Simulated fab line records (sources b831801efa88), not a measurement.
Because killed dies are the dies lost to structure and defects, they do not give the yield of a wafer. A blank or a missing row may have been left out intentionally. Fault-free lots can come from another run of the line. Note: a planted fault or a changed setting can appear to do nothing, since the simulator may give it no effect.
fab line records | flow sky130
record lots=6 | wafers=18 | last-day=51
route steps=708 shown LI_CONTACT@371 LOCAL_INTERCONNECT@387 PAD_OPEN@708
lots with no fault: from the same line, run without faults
start-h: the number of hours between the record's first day and the start of the first shown wafer of the lot | wait-h: hours from the lot's prior step to this one | " unchanged from the row above | L1.1+2: a single row standing in for several wafers | - value missing, or start not given | * or withheld: withheld | < > ~ a bound
route shown NAME@n: a module of which the file shows steps, and the number in the route of the first | usual: average and standard deviation across the fault-free wafers | same: alike in all rows | chamber/n: place in a boat | sites: the reading at each site | _std_site: standard deviation of those values | _edge_site: inner sites' mean taken away from outer sites' mean | radius-mm: for every site, how far away it sits from the centre of the wafer | mask NAME#n: copy n | behind: tool/chamber where the wafer was last shaped | hold: the reason the lot was held/the length of the hold in hours/how it ended | device: names the non-switching transistor (n, p or np) | end of line: the tests these same wafers got at the end of their route | step lacking rows: just its recipe | killed: dies lost to structure and defects at the first sort, not the wafer's yield | map: dies across one wafer; x = killed, . = not, _ = none there
set.NAME: the run value of the setting; set.NAME@STEP: its run value at that earlier step | model.NAME: the simulator's own value behind a step, which no gauge read
lots seen at some steps along the route; tables by step, rows by wafer
services: a tool's chamber out of use, with start hour (start-h, from the record's first day; less than 0 if before it), hours out, and reason
## steps
# step SKY_LI_CONTACT_EXPOSE_09
# recipe mask-id=LICM1 | na=0.8 | source-shape=annular | sigma-inner=0.55 | sigma-outer=0.85 | target-cd-nm=170 | dose-mj=38
# step SKY_LI_CONTACT_PEB_10
# recipe peb-temp-c=withheld | peb-time-s=withheld | resist=KrF-thick
# step SKY_LI_CONTACT_DEVELOP_11
# recipe develop-time-s=60 | resist=KrF-thick | dev-temp-c=21
# step SKY_LI_CONTACT_CD_MEAS_12
# recipe target-cd-nm=170
# usual cd-nm=170.0/1.5
lot.wafer | tool      | chamber | start-h | wait-h | cd-nm
L819.2    | cd-sem-01 | -       | 722.64  | -      | 170.2
L819.5    | "         | -       | "       | "      | 170.1
L819.6    | "         | -       | "       | "      | 170.4
L822.1    | cd-sem-02 | -       | 750.13  | -      | 169.4
L822.4    | "         | -       | "       | "      | 168.0
L822.5    | "         | -       | "       | "      | 169.1
L825.3    | cd-sem-02 | -       | 774.21  | -      | 171.1
L825.4    | "         | -       | "       | "      | 171.1
L825.6    | "         | -       | "       | "      | 170.9
L830.1    | cd-sem-02 | -       | 827.88  | -      | 172.2
L830.3    | "         | -       | "       | "      | 172.8
L830.6    | "         | -       | "       | "      | 172.2
L831.2    | cd-sem-02 | -       | 843.34  | -      | 168.8
L831.3    | "         | -       | "       | "      | 169.0
L831.5    | "         | -       | "       | "      | 168.6
L837.1    | cd-sem-02 | -       | 868.12  | -      | 172.5
L837.3    | "         | -       | "       | "      | 172.6
L837.6    | "         | -       | "       | "      | 172.6
# step SKY_LI_CONTACT_OVL_MEAS_13
# usual LI_CONTACT_OVL=4/6.5
lot.wafer | tool       | chamber | start-h | wait-h | LI_CONTACT_OVL[nm]
L819.2    | overlay-02 | -       | 722.75  | 0.1    | -2
L819.5    | "          | -       | "       | "      | -2
L819.6    | "          | -       | "       | "      | 9
L822.1    | overlay-02 | -       | 750.25  | 0.1    | -4
L822.4    | "          | -       | "       | "      | 5
L822.5    | "          | -       | "       | "      | -3
L825.3    | overlay-01 | -       | 774.30  | 0.1    | 5
L825.4    | "          | -       | "       | "      | 10
L825.6    | "          | -       | "       | "      | 10
L830.1    | overlay-02 | -       | 828.00  | 0.1    | 12
L830.3    | "          | -       | "       | "      | 5
L830.6    | "          | -       | "       | "      | 11
L831.2    | overlay-02 | -       | 843.45  | 0.1    | -5
L831.3    | "          | -       | "       | "      | -3
L831.5    | "          | -       | "       | "      | 1
L837.1    | overlay-02 | -       | 868.24  | 0.1    | 8
L837.3    | "          | -       | "       | "      | 6
L837.6    | "          | -       | "       | "      | -1
# step SKY_LI_CONTACT_ETCH_14
# recipe chemistry=N2/H2 | target=BARC | ion-energy-ev=200 | source-w=500 | bias-w=100 | pressure-mtorr=30 | n2-flow-sccm=100 | h2-flow-sccm=200 | stop-on=SiO2 | time-s=45.9 | target-depth-a=600
# usual drypump-motor-current-A=5.6/0.46 | oes-product-au=0.853/0.0045 | throttle-valve-pct=13.225/0.0091
lot.wafer | tool        | chamber | start-h | wait-h | drypump-motor-current-A | oes-product-au | rf-hours-counter-h | throttle-valve-pct
L819.2    | rie-diel-04 | 3       | 722.78  | 0.0    | 6.6                     | 0.849          | 10                 | 13.217
L819.5    | "           | 1       | "       | "      | 5.2                     | 0.853          | -                  | 13.219
L819.6    | "           | 2       | "       | "      | 5.6                     | 0.865          | -                  | 13.228
L822.1    | rie-diel-01 | 3       | 750.28  | 0.0    | 5.1                     | 0.863          | 8                  | 13.224
L822.4    | "           | 0       | "       | "      | 5.5                     | 0.851          | -                  | 13.218
L822.5    | "           | 2       | "       | "      | 6.1                     | 0.855          | -                  | 13.220
L825.3    | rie-diel-01 | 2       | 774.33  | 0.0    | 6.1                     | 0.856          | 29                 | 13.227
L825.4    | "           | 0       | "       | "      | 5.5                     | 0.861          | -                  | 13.230
L825.6    | "           | 2       | "       | "      | 6.1                     | 0.848          | -                  | 13.211
L830.1    | rie-diel-01 | 1       | 828.03  | 0.0    | 5.0                     | 0.846          | 2                  | 13.220
L830.3    | "           | 0       | "       | "      | 5.5                     | 0.855          | 12                 | 13.221
L830.6    | "           | 1       | "       | "      | 5.0                     | 0.854          | -                  | 13.220
L831.2    | rie-diel-04 | 2       | 843.48  | 0.0    | 5.6                     | 0.858          | 19                 | 13.235
L831.3    | "           | 0       | "       | "      | 5.3                     | 0.856          | 4                  | 13.218
L831.5    | "           | 2       | "       | "      | 5.6                     | 0.854          | -                  | 13.240
L837.1    | rie-diel-01 | 3       | 868.28  | 0.0    | 5.1                     | 0.853          | 11                 | 13.233
L837.3    | "           | 2       | "       | "      | 6.1                     | 0.848          | 0                  | 13.211
L837.6    | "           | 3       | "       | "      | 5.1                     | 0.855          | -                  | 13.225
# step SKY_LI_CONTACT_ETCH_15
# recipe target=PSG | chemistry=C4F8/O2/Ar | stop-on=Si | taper-deg=4.15 | mask-material=KrF-thick | source-w=1500 | bias-w=1200 | pressure-mtorr=40 | c4f8-flow-sccm=withheld | O2_flow_sccm=6 | Ar_flow_sccm=300 | time-s=withheld | target-depth-a=6000
# usual oes-product-au=0.837/0.0046
lot.wafer | tool        | chamber | start-h | wait-h | oes-product-au
L819.2    | rie-diel-04 | 3       | 722.82  | 0.0    | 0.838
L819.5    | "           | 1       | "       | "      | 0.837
L819.6    | "           | 2       | "       | "      | 0.835
L822.1    | rie-diel-01 | 3       | 750.32  | 0.0    | 0.838
L822.4    | "           | 0       | "       | "      | 0.838
L822.5    | "           | 2       | "       | "      | 0.834
L825.3    | rie-diel-01 | 2       | 774.37  | 0.0    | 0.842
L825.4    | "           | 0       | "       | "      | 0.835
L825.6    | "           | 2       | "       | "      | 0.835
L830.1    | rie-diel-01 | 1       | 828.07  | 0.0    | 0.839
L830.3    | "           | 0       | "       | "      | 0.837
L830.6    | "           | 1       | "       | "      | 0.839
L831.2    | rie-diel-04 | 2       | 843.52  | 0.0    | 0.838
L831.3    | "           | 0       | "       | "      | 0.833
L831.5    | "           | 2       | "       | "      | 0.827
L837.1    | rie-diel-01 | 3       | 868.32  | 0.0    | 0.840
L837.3    | "           | 2       | "       | "      | 0.841
L837.6    | "           | 3       | "       | "      | 0.837
# step SKY_LI_CONTACT_STRIP_16
# recipe chemistry=O2/N2 | power-w=1400 | pressure-mtorr=1500 | platen-temp-c=withheld | o2-flow-sccm=3000 | n2-flow-sccm=300 | overash-fraction=0.5
# usual drypump-motor-current-A=5.4/0.44 | oes-product-au=0.376/0.0038 | strip-time-to-endpoint-s=3.50/0.038
lot.wafer | tool            | chamber | start-h | wait-h | drypump-motor-current-A | oes-product-au | rf-hours-counter-h | strip-time-to-endpoint-s
L819.2    | plasma-asher-01 | 1       | 722.90  | -      | 4.9                     | 0.379          | 91                 | 3.48
L819.5    | "               | 0       | "       | "      | 5.7                     | 0.377          | -                  | 3.60
L819.6    | "               | 1       | "       | "      | 4.9                     | 0.375          | -                  | 3.54
L822.1    | plasma-asher-03 | 1       | 750.41  | -      | 5.8                     | 0.376          | 1                  | 3.48
L822.4    | "               | 0       | "       | "      | 6.3                     | 0.374          | -                  | 3.50
L822.5    | "               | 0       | "       | "      | 6.3                     | 0.381          | -                  | 3.55
L825.3    | plasma-asher-01 | 0       | 774.49  | -      | 5.7                     | 0.367          | -                  | 3.51
L825.4    | "               | 1       | "       | "      | 4.8                     | 0.378          | -                  | 3.51
L825.6    | "               | 0       | "       | "      | 5.7                     | 0.378          | -                  | 3.53
L830.1    | plasma-asher-01 | 0       | 828.16  | -      | 5.7                     | 0.373          | 102                | 3.47
L830.3    | "               | 0       | "       | "      | 5.7                     | 0.378          | -                  | 3.52
L830.6    | "               | 0       | "       | "      | 5.7                     | 0.377          | -                  | 3.47
L831.2    | plasma-asher-01 | 0       | 843.61  | -      | 5.7                     | 0.383          | 103                | 3.54
L831.3    | "               | 0       | "       | "      | 5.7                     | 0.371          | -                  | 3.46
L831.5    | "               | 1       | "       | "      | 4.8                     | 0.370          | -                  | 3.56
L837.1    | plasma-asher-02 | 1       | 868.41  | -      | 5.6                     | 0.379          | 75                 | 3.46
L837.3    | "               | 0       | "       | "      | 5.1                     | 0.368          | -                  | 3.48
L837.6    | "               | 0       | "       | "      | 5.1                     | 0.368          | -                  | 3.44
# step SKY_LI_CONTACT_CLEAN_17
# recipe chemistry=NMP | time-s=600 | temp-c=60 | dry=n2-spin
# step SKY_LI_CONTACT_PRE_CLEAN_18
# recipe gas=Ar | time-s=5.6 | bias-v=358
# step SKY_LI_CONTACT_SPUTTER_19
# recipe material=Ti | target-thk-nm=20 | chamber-pressure-pa=5 | power-w=2500 | substrate-temp-c=200 | time-s=106.37
# usual throttle-valve-pct=29.7/1.1
lot.wafer | tool           | chamber | start-h | wait-h | throttle-valve-pct
L819.2    | pvd-sputter-02 | -       | 723.20  | 0.0    | 28.5
L819.5    | "              | -       | "       | "      | 29.0
L819.6    | "              | -       | "       | "      | 31.1
L822.1    | pvd-sputter-03 | -       | 750.88  | 0.0    | 28.6
L822.4    | "              | -       | "       | "      | 28.9
L822.5    | "              | -       | "       | "      | 31.8
L825.3    | pvd-sputter-02 | -       | 774.77  | 0.0    | 31.2
L825.4    | "              | -       | "       | "      | 28.5
L825.6    | "              | -       | "       | "      | 29.2
L830.1    | pvd-sputter-03 | -       | 828.49  | 0.0    | 28.9
L830.3    | "              | -       | "       | "      | 28.8
L830.6    | "              | -       | "       | "      | 28.5
L831.2    | pvd-sputter-01 | -       | 843.92  | 0.0    | 29.6
L831.3    | "              | -       | "       | "      | 28.5
L831.5    | "              | -       | "       | "      | 30.9
L837.1    | pvd-sputter-03 | -       | 868.70  | 0.0    | 29.0
L837.3    | "              | -       | "       | "      | 28.6
L837.6    | "              | -       | "       | "      | 29.0
# step SKY_LI_CONTACT_SPUTTER_20
# recipe material=TiN | target-thk-nm=20 | chamber-pressure-pa=5 | power-w=4000 | time-s=80
# usual throttle-valve-pct=29.7/1.1
lot.wafer | tool           | chamber | start-h | wait-h | throttle-valve-pct
L819.2    | pvd-sputter-02 | -       | 723.28  | 0.0    | 28.5
L819.5    | "              | -       | "       | "      | 28.7
L819.6    | "              | -       | "       | "      | 30.8
L822.1    | pvd-sputter-03 | -       | 750.95  | 0.0    | 28.4
L822.4    | "              | -       | "       | "      | 29.1
L822.5    | "              | -       | "       | "      | 31.7
L825.3    | pvd-sputter-02 | -       | 774.84  | 0.0    | 31.2
L825.4    | "              | -       | "       | "      | 28.8
L825.6    | "              | -       | "       | "      | 29.0
L830.1    | pvd-sputter-03 | -       | 828.56  | 0.0    | 28.8
L830.3    | "              | -       | "       | "      | 28.6
L830.6    | "              | -       | "       | "      | 28.7
L831.2    | pvd-sputter-01 | -       | 843.99  | 0.0    | 29.7
L831.3    | "              | -       | "       | "      | 28.8
L831.5    | "              | -       | "       | "      | 31.2
L837.1    | pvd-sputter-03 | -       | 868.78  | 0.0    | 29.3
L837.3    | "              | -       | "       | "      | 28.7
L837.6    | "              | -       | "       | "      | 29.0
# step SKY_LI_CONTACT_CVD_21
# recipe material=W | target-thk-nm=400 | time-s=120.56 | temp-c=400 | pressure-torr=40
# usual heater-power-w=783/53
lot.wafer | tool     | chamber | start-h | wait-h | heater-power-w | model.W_of_LI_CONTACT_CVD_21.thk-nm
L819.2    | cvd-w-01 | 1       | 723.34  | 0.0    | 803            | 393.2
L819.5    | "        | 0       | "       | "      | 731            | 394.9
L819.6    | "        | 1       | "       | "      | 793            | 393
L822.1    | cvd-w-01 | 0       | 751.02  | 0.0    | 706            | 383.9
L822.4    | "        | 0       | "       | "      | 721            | 382.9
L822.5    | "        | 0       | "       | "      | 716            | 435.7
L825.3    | cvd-w-01 | 0       | 774.94  | 0.1    | 717            | 443.2
L825.4    | "        | 1       | "       | "      | 799            | 392.7
L825.6    | "        | 0       | "       | "      | 710            | 390.5
L830.1    | cvd-w-02 | 1       | 828.62  | 0.0    | 835            | 395.4
L830.3    | "        | 1       | "       | "      | 829            | 394.2
L830.6    | "        | 1       | "       | "      | 850            | 397.9
L831.2    | cvd-w-02 | 1       | 844.09  | 0.1    | 847            | 387.8
L831.3    | "        | 1       | "       | "      | 854            | 395
L831.5    | "        | 1       | "       | "      | 842            | 396.7
L837.1    | cvd-w-02 | 0       | 868.84  | 0.0    | 740            | 400
L837.3    | "        | 0       | "       | "      | 751            | 399.3
L837.6    | "        | 0       | "       | "      | 762            | 397.1
# step SKY_LI_CONTACT_RS_MEAS_22
# recipe thk-meas-gauge=four-point-probe | reads=W_of_LI_CONTACT_CVD_21+TiN_of_LI_CONTACT_SPUTTER_20+Ti_of_LI_CONTACT_SPUTTER_19
# usual LI_CONTACT_W_RS=0.290/0.0031
lot.wafer | tool          | chamber | start-h | wait-h | hold                     | LI_CONTACT_W_RS[ohm/sq]
L819.2    | film-metro-04 | -       | 723.48  | 0.1    | -                        | 0.289
L819.5    | "             | -       | "       | "      | -                        | 0.288
L819.6    | "             | -       | "       | "      | -                        | 0.291
L822.1    | film-metro-02 | -       | 751.14  | 0.1    | await-dispo/0.2h/release | 0.296
L822.4    | "             | -       | "       | "      | await-dispo/0.2h/release | 0.297
L822.5    | "             | -       | "       | "      | await-dispo/0.2h/release | 0.261
L822.1    | film-metro-02 | -       | 751.43  | 0.3    | -                        | 0.296
L822.4    | "             | -       | "       | "      | -                        | 0.297
L822.5    | "             | -       | "       | "      | -                        | 0.261
L825.3    | film-metro-04 | -       | 775.07  | 0.1    | await-dispo/0.2h/release | 0.257
L825.4    | "             | -       | "       | "      | await-dispo/0.2h/release | 0.290
L825.6    | "             | -       | "       | "      | await-dispo/0.2h/release | 0.292
L825.3    | film-metro-04 | -       | 775.35  | 0.3    | -                        | 0.257
L825.4    | "             | -       | "       | "      | -                        | 0.290
L825.6    | "             | -       | "       | "      | -                        | 0.291
L830.1    | film-metro-02 | -       | 828.88  | 0.2    | -                        | 0.288
L830.3    | "             | -       | "       | "      | -                        | 0.288
L830.6    | "             | -       | "       | "      | -                        | 0.285
L831.2    | film-metro-02 | -       | 844.32  | 0.2    | -                        | 0.293
L831.3    | "             | -       | "       | "      | -                        | 0.288
L831.5    | "             | -       | "       | "      | -                        | 0.287
L837.1    | film-metro-02 | -       | 868.96  | 0.1    | -                        | 0.284
L837.3    | "             | -       | "       | "      | -                        | 0.285
L837.6    | "             | -       | "       | "      | -                        | 0.286
# step SKY_LI_CONTACT_THK_MEAS_23
# recipe thk-meas-gauge=xrf | reads=W_of_LI_CONTACT_CVD_21
# usual LI_CONTACT_W_THK=386/4.5
lot.wafer | tool          | chamber | start-h | wait-h | hold                     | LI_CONTACT_W_THK[nm]
L819.2    | film-metro-04 | -       | 723.59  | 0.1    | -                        | 383
L819.5    | "             | -       | "       | "      | -                        | 385
L819.6    | "             | -       | "       | "      | -                        | 387
L822.1    | film-metro-02 | -       | 752.74  | 1.3    | await-dispo/0.2h/release | 384
L822.4    | "             | -       | "       | "      | await-dispo/0.2h/release | 382
L822.5    | "             | -       | "       | "      | await-dispo/0.2h/release | 437
L822.1    | film-metro-02 | -       | 752.97  | 0.2    | -                        | 383
L822.4    | "             | -       | "       | "      | -                        | 383
L822.5    | "             | -       | "       | "      | -                        | 433
L825.3    | film-metro-04 | -       | 777.77  | 2.4    | await-dispo/0.2h/release | 437
L825.4    | "             | -       | "       | "      | await-dispo/0.2h/release | 386
L825.6    | "             | -       | "       | "      | await-dispo/0.2h/release | 387
L825.3    | film-metro-04 | -       | 777.99  | 0.2    | -                        | 441
L825.4    | "             | -       | "       | "      | -                        | 389
L825.6    | "             | -       | "       | "      | -                        | 385
L830.1    | film-metro-02 | -       | 829.00  | 0.1    | -                        | 392
L830.3    | "             | -       | "       | "      | -                        | 391
L830.6    | "             | -       | "       | "      | -                        | 396
L831.2    | film-metro-02 | -       | 844.43  | 0.1    | -                        | 376
L831.3    | "             | -       | "       | "      | -                        | 387
L831.5    | "             | -       | "       | "      | -                        | 387
L837.1    | film-metro-02 | -       | 869.08  | 0.1    | -                        | 393
L837.3    | "             | -       | "       | "      | -                        | 394
L837.6    | "             | -       | "       | "      | -                        | 391
# step SKY_LI_CONTACT_CMP_24
# recipe stop-on=PSG | t-overpolish-s=20 | down-force-psi=3.5 | platen-rpm=60 | target-thk-nm=0 | pad-velocity-m-s=0.94248
# usual motor-current-A=11.3/1.9 | slurry-filter-dp-kPa=13.49/0.15 | time-to-endpoint-s=95/3.4
lot.wafer | tool   | chamber | start-h | wait-h | hold                      | motor-current-A | slurry-filter-dp-kPa | time-to-endpoint-s
L819.2    | cmp-01 | 0       | 723.74  | 0.1    | -                         | 10.4            | 13.48                | 94
L819.5    | "      | 2       | "       | "      | -                         | 14.8            | 13.32                | 94
L819.6    | "      | 3       | "       | "      | -                         | 8.9             | 13.59                | 96
L822.1    | cmp-01 | 0       | 763.59  | 10.6   | await-dispo/10.2h/release | 11.3            | 13.40                | 90
L822.4    | "      | 1       | "       | "      | await-dispo/10.2h/release | 12.2            | 13.80                | 97
L822.5    | "      | 3       | "       | "      | await-dispo/10.2h/release | 8.9             | 13.42                | 106
L825.4    | cmp-01 | 2       | 780.28  | 2.3    | await-dispo/1.8h/release  | 14.4            | 13.36                | 96
L825.3    | "      | 3       | "       | "      | await-dispo/1.8h/release  | 9.0             | 13.65                | 107
L825.6    | "      | 2       | "       | "      | await-dispo/1.8h/release  | 14.3            | 13.49                | 93
L830.1    | cmp-01 | 1       | 829.16  | 0.1    | -                         | 12.7            | 13.53                | 98
L830.3    | "      | 2       | "       | "      | -                         | 14.9            | 13.29                | 96
L830.6    | "      | 3       | "       | "      | -                         | 8.5             | 13.68                | 96
L831.2    | cmp-01 | 3       | 844.48  | 0.0    | -                         | 8.9             | 13.56                | 92
L831.3    | "      | 1       | "       | "      | -                         | 12.9            | 13.71                | 99
L831.5    | "      | 3       | "       | "      | -                         | 8.7             | 13.66                | 94
L837.3    | cmp-01 | 3       | 869.14  | 0.0    | -                         | 8.7             | 13.43                | 95
L837.1    | "      | 1       | "       | "      | -                         | 12.3            | 13.69                | 97
L837.6    | "      | 3       | "       | "      | -                         | 8.7             | 13.43                | 94
# step SKY_LOCAL_INTERCONNECT_SPUTTER_00
# recipe material=TiN | target-thk-nm=100 | temp-c=300 | power-w=6500 | time-s=83.3 | chamber-pressure-pa=0.4
# step SKY_PAD_OPEN_PROBE_99
# usual killed_at_M0_to_M3=44/7.4 | killed_at_M4_up=3.1/1.8 | killed-at-contacts=25/6 | killed-at-front-end=15/4.4 | killed-at-other=0.3/0.49 | killed-dies=88/10 | killed-open=48/7.4 | killed-short=39/6.3
# same gross-dies=492 | killed-at-back-side=0
lot.wafer | tool      | chamber | start-h | wait-h | killed_at_M0_to_M3 | killed_at_M4_up | killed-at-contacts | killed-at-front-end | killed-at-other | killed-dies | killed-open | killed-short
L819.2    | prober-02 | -       | 1113.22 | 0.1    | 47                 | 4               | 10                 | 17                  | 0               | 78          | 48          | 30
L819.5    | prober-02 | -       | 1113.37 | 0.2    | 57                 | 1               | 25                 | 9                   | 1               | 93          | 49          | 43
L819.6    | prober-02 | -       | 1113.42 | 0.2    | 43                 | 2               | 35                 | 12                  | 0               | 92          | 53          | 39
L822.1    | prober-02 | -       | 1134.95 | 0.1    | 42                 | 8               | 17                 | 16                  | 0               | 83          | 43          | 40
L822.4    | prober-02 | -       | 1135.10 | 0.2    | 41                 | 4               | 22                 | 7                   | 2               | 76          | 42          | 34
L822.5    | prober-02 | -       | 1135.15 | 0.2    | 46                 | 4               | 19                 | 14                  | 1               | 84          | 49          | 35
L825.3    | prober-02 | -       | 1152.71 | 0.2    | 41                 | 7               | 28                 | 9                   | 0               | 85          | 44          | 41
L825.4    | prober-02 | -       | 1152.76 | 0.2    | 56                 | 0               | 30                 | 12                  | 0               | 98          | 52          | 46
L825.6    | prober-02 | -       | 1152.86 | 0.2    | 43                 | 6               | 27                 | 18                  | 0               | 94          | 50          | 44
L830.1    | prober-02 | -       | 1188.88 | 0.1    | 44                 | 1               | 27                 | 14                  | 0               | 86          | 58          | 28
L830.3    | prober-02 | -       | 1188.98 | 0.2    | 39                 | 0               | 23                 | 11                  | 0               | 73          | 47          | 26
L830.6    | prober-02 | -       | 1189.13 | 0.2    | 40                 | 3               | 30                 | 19                  | 0               | 92          | 51          | 41
L831.2    | prober-01 | -       | 1199.21 | 0.1    | 44                 | 4               | 23                 | 15                  | 0               | 86          | 43          | 42
L831.3    | prober-01 | -       | 1199.26 | 0.2    | 37                 | 3               | 27                 | 18                  | 0               | 85          | 42          | 42
L831.5    | prober-01 | -       | 1199.36 | 0.2    | 43                 | 0               | 30                 | 18                  | 1               | 92          | 53          | 38
L837.1    | prober-01 | -       | 1214.05 | 0.1    | 52                 | 1               | 26                 | 16                  | 0               | 95          | 50          | 45
L837.3    | prober-01 | -       | 1214.15 | 0.2    | 30                 | 6               | 29                 | 17                  | 0               | 82          | 48          | 34
L837.6    | prober-01 | -       | 1214.30 | 0.2    | 38                 | 5               | 34                 | 20                  | 1               | 98          | 59          | 39
# killed by level:class
L819.2 VIA1:geometric-particle:open=11 VIA3:geometric-particle:open=9 FIELD_ISO:geometric-particle:open=6 METAL2:geometric-particle:short=6 FIELD_ISO:geometric-particle:short=5 POLY_GATE:geometric-particle:open=5 VIA2:geometric-particle:open=5 LI_CONTACT:geometric-particle:open=4
L819.5 VIA1:geometric-particle:open=16 VIA2:geometric-particle:open=10 CONTACT:geometric-particle:open=9 METAL2:geometric-particle:short=7 VIA1:geometric-particle:short=6 LI_CONTACT:geometric-particle:open=5 VIA2:geometric-particle:short=5 LI_CONTACT:geometric-particle:short=4
L819.6 LI_CONTACT:geometric-particle:open=14 VIA3:geometric-particle:open=11 CONTACT:geometric-particle:open=7 VIA1:geometric-particle:open=5 CONTACT:geometric-particle:short=5 VIA2:geometric-particle:open=5 FIELD_ISO:geometric-particle:open=4 LI_CONTACT:geometric-particle:short=4
L822.1 VIA1:geometric-particle:open=10 METAL4:geometric-particle:short=8 METAL1:geometric-particle:short=6 CONTACT:geometric-particle:open=6 VIA2:geometric-particle:open=5 VIA3:geometric-particle:open=5 METAL2:geometric-particle:short=4 METAL3:geometric-particle:short=4
L822.4 VIA1:geometric-particle:open=9 CONTACT:geometric-particle:open=8 VIA1:geometric-particle:short=7 METAL2:geometric-particle:short=6 VIA3:geometric-particle:open=6 LI_CONTACT:geometric-particle:open=5 LI_CONTACT:geometric-particle:short=4 LOCAL_INTERCONNECT:geometric-particle:short=4
L822.5 CONTACT:geometric-particle:open=11 VIA1:geometric-particle:open=8 VIA2:geometric-particle:open=7 METAL2:geometric-particle:short=7 VIA3:geometric-particle:open=5 METAL1:geometric-particle:short=5 VIA1:geometric-particle:short=5 LI_CONTACT:geometric-particle:open=4
L825.3 CONTACT:geometric-particle:open=11 METAL2:geometric-particle:short=8 LI_CONTACT:geometric-particle:open=7 VIA2:geometric-particle:open=7 FIELD_ISO:geometric-particle:short=5 LI_CONTACT:geometric-particle:short=5 METAL1:geometric-particle:short=5 VIA1:geometric-particle:open=5
L825.4 METAL2:geometric-particle:short=13 CONTACT:geometric-particle:short=10 VIA1:geometric-particle:open=10 VIA2:geometric-particle:open=9 LI_CONTACT:geometric-particle:open=8 CONTACT:geometric-particle:open=8 VIA1:geometric-particle:short=7 VIA3:geometric-particle:open=6
L825.6 VIA1:geometric-particle:open=9 VIA3:geometric-particle:open=8 CONTACT:geometric-particle:open=8 LI_CONTACT:geometric-particle:open=7 LI_CONTACT:geometric-particle:short=6 VIA1:geometric-particle:short=6 FIELD_ISO:geometric-particle:open=5 POLY_GATE:geometric-particle:short=4
L830.1 VIA3:geometric-particle:open=12 CONTACT:geometric-particle:open=11 VIA1:geometric-particle:open=9 LI_CONTACT:geometric-particle:open=7 FIELD_ISO:geometric-particle:open=5 VIA1:geometric-particle:short=5 LOCAL_INTERCONNECT:geometric-particle:short=4 METAL2:geometric-particle:short=3
L830.3 CONTACT:geometric-particle:open=13 VIA1:geometric-particle:open=13 VIA2:geometric-particle:open=8 LOCAL_INTERCONNECT:geometric-particle:short=4 METAL1:geometric-particle:short=4 POLY_GATE:geometric-particle:open=3 LI_CONTACT:geometric-particle:open=3 VIA1:geometric-particle:short=3
L830.6 CONTACT:geometric-particle:open=12 VIA1:geometric-particle:open=10 METAL2:geometric-particle:short=9 LI_CONTACT:geometric-particle:open=8 VIA2:geometric-particle:open=7 FIELD_ISO:geometric-particle:short=5 LOCAL_INTERCONNECT:geometric-particle:short=5 LI_CONTACT:geometric-particle:short=4
L831.2 VIA1:geometric-particle:open=9 VIA3:geometric-particle:open=9 POLY_GATE:geometric-particle:short=6 LOCAL_INTERCONNECT:geometric-particle:short=6 VIA2:geometric-particle:short=5 VIA2:geometric-particle:open=5 LI_CONTACT:geometric-particle:open=4 CONTACT:geometric-particle:short=4
L831.3 POLY_GATE:geometric-particle:open=8 VIA2:geometric-particle:open=8 LI_CONTACT:geometric-particle:open=7 CONTACT:geometric-particle:open=7 VIA1:geometric-particle:short=6 CONTACT:geometric-particle:short=6 FIELD_ISO:geometric-particle:short=5 METAL1:geometric-particle:short=5
L831.5 CONTACT:geometric-particle:open=16 VIA1:geometric-particle:open=9 METAL1:geometric-particle:short=7 VIA2:geometric-particle:open=7 FIELD_ISO:geometric-particle:short=5 LI_CONTACT:geometric-particle:open=5 CONTACT:geometric-particle:short=5 VIA2:geometric-particle:short=5
L837.1 VIA2:geometric-particle:open=9 LI_CONTACT:geometric-particle:open=8 CONTACT:geometric-particle:open=8 VIA3:geometric-particle:open=8 VIA1:geometric-particle:open=7 VIA3:geometric-particle:short=7 POLY_GATE:geometric-particle:open=5 POLY_GATE:geometric-particle:short=4
L837.3 CONTACT:geometric-particle:open=10 VIA2:geometric-particle:open=9 LI_CONTACT:geometric-particle:open=7 CONTACT:geometric-particle:short=7 FIELD_ISO:geometric-particle:open=4 VIA1:geometric-particle:open=4 POLY_GATE:geometric-particle:open=4 METAL4:geometric-particle:short=4
L837.6 CONTACT:geometric-particle:open=14 VIA1:geometric-particle:open=9 CONTACT:geometric-particle:short=8 VIA3:geometric-particle:open=8 FIELD_ISO:geometric-particle:open=7 VIA2:geometric-particle:open=7 LI_CONTACT:geometric-particle:open=6 METAL4:geometric-particle:short=5
## services
tool            | chamber | start-h | hours | kind
plasma-asher-02 | -       | 712.92  | 1.5   | repair
pvd-sputter-03  | -       | 716.17  | 9.4   | repair
cmp-01          | -       | 741.06  | 4.6   | pm
rie-diel-01     | 0       | 742.49  | 2.3   | repair
cmp-01          | -       | 747.75  | 0.6   | repair
cvd-w-02        | -       | 750.53  | 1.5   | repair
cvd-w-02        | -       | 766.68  | 3.2   | repair
cvd-w-02        | -       | 769.83  | 4.3   | pm
rie-diel-04     | -       | 770.10  | 4.3   | pm
cmp-01          | -       | 777.48  | 1.3   | repair
cmp-01          | -       | 780.97  | 1.6   | repair
rie-diel-01     | 2       | 801.81  | 9.5   | repair
cvd-w-02        | 0       | 813.04  | 42.2  | repair
rie-diel-01     | 2       | 821.06  | 6.9   | repair
rie-diel-04     | 0       | 824.30  | 7.4   | repair
rie-diel-01     | -       | 824.76  | 0.8   | repair
pvd-sputter-02  | -       | 828.43  | 2.8   | repair
pvd-sputter-02  | -       | 835.56  | 3.0   | repair
rie-diel-04     | 1       | 840.81  | 7.8   | repair
rie-diel-04     | 3       | 857.72  | 8.3   | repair
cmp-01          | -       | 860.10  | 0.2   | repair
rie-diel-01     | 3       | 862.30  | 2.6   | repair
pvd-sputter-01  | -       | 865.98  | 2.0   | repair
cvd-w-02        | -       | 869.05  | 0.4   | repair
## key
first-sign step=SKY_LI_CONTACT_RS_MEAS_22 | reading=visit | direction=added
effect step=SKY_LI_CONTACT_RS_MEAS_22 | reading=LI_CONTACT_W_RS | direction=down | sigmas=10 | usual=0.290 | struck=0.259
effect step=SKY_LI_CONTACT_THK_MEAS_23 | reading=visit | direction=added
effect step=SKY_LI_CONTACT_THK_MEAS_23 | reading=LI_CONTACT_W_THK | direction=up | sigmas=11 | usual=386 | struck=437
effect step=SKY_LI_CONTACT_CMP_24 | reading=time-to-endpoint-s | direction=up | sigmas=3.4 | usual=* | struck=*
model-effect step=SKY_LI_CONTACT_CVD_21 | value=W_of_LI_CONTACT_CVD_21.thk-nm | without=388.7 | struck=439.5
met-at SKY_LI_CONTACT_CVD_21
struck-wafers L822.5,L825.3
tester-left-out L822,L825
onset-between 723.34 751.02
fault kind=process-parameter-drift | tool=cvd-w-01 | chamber=- | onset-h=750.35 | steps=SKY_LI_CONTACT_CVD_21 | channel=target-thk-nm | offset=50.95 | shape=step | end-h=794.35 | scope=struck-wafers-only | acts-in=these-recipes-only | stated=400
# tester-left-out: of these lots the tester's yield and bins aren't shown, on N5 and GAA mostly nor the transistor test; their killed dies are dies lost to structure and defects alone, not to doping, threshold or leakage, so they don't give the yield
